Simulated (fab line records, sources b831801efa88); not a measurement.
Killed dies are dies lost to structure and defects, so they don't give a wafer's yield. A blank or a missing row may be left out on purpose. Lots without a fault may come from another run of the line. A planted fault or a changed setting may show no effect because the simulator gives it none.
One fault seen from 2 desks | flow gf180mcu | each desk has only its own numbers; what lay behind them comes last

THE METROLOGY DESK
What the gauges read, lot by lot, whatever tool the lot ran on: means of the sampled wafers that have a number. A lot is out of limits, marked OUT, if its mean lies more than 4 standard deviations from the usual mean; the brackets give that distance.
Columns: A = V4_OVL at GF_V4_OVL_MEAS_15, usual 1 nm
lot  | first seen here | A
L335 | day 24 06:15    | 11
L336 | day 24 19:06    | 1
L339 | day 25 16:31    | 3
L340 | day 26 04:55    | 8
L341 | day 26 11:28    | -5
L348 | day 28 14:55    | 2
L351 | day 29 11:13    | -4
L352 | day 29 19:55    | 1
L354 | day 30 10:13    | -1
L355 | day 30 16:58    | 2
L356 | day 30 22:30    | 2
L358 | day 31 05:45    | -3
This desk's finding: nothing out of limits on any of the 12 lots.

THE TOOL OWNER'S DESK: wet_bench-04
The tool's own readings at GF_M2_STRIP_18 (strips in post etch residue remover, time 1200 s): means of the sampled wafers that have a number, for each lot that ran on this tool. A lot is out of limits, marked OUT, if its mean lies more than 4 standard deviations from the usual mean; the brackets give that distance.
Columns: A = bath_guard_temp_C at GF_M2_STRIP_18, usual 72.2 C; B = run_length_s at GF_M2_STRIP_18, usual 1227 s
lot  | first seen here | A    | B
L339 | day 20 15:25    | 72.3 | 1223
L340 | day 21 05:26    | 72.2 | 1108 (-33) OUT
L341 | day 21 13:37    | 73.2 | 1101 (-35) OUT
L355 | day 26 07:34    | 72.3 | 1226
L356 | day 26 14:59    | 72.3 | 1233
This desk's finding: out of limits on L340, L341; first on L340, day 21 05:26 (run_length_s at GF_M2_STRIP_18). In limits: L339, L355, L356.

PUT TOGETHER
The tool owner's desk could have raised an alarm at day 21 05:26, on L340, L341.
The metrology desk saw nothing out of limits.
The metrology desk has L340, L341 on record, within its limits.
Of the lots named, all ran GF_M2_STRIP_18 on wet_bench-04.

WHAT THE SIMULATOR HAD PUT IN
Process parameter drift: wet_bench-04, from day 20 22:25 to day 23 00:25, at GF_M2_STRIP_18. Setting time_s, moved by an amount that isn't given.
Lots struck among those shown: L340, L341.
Hours from the fault's start to each desk's first reading out of limits: the tool owner's desk, 7.
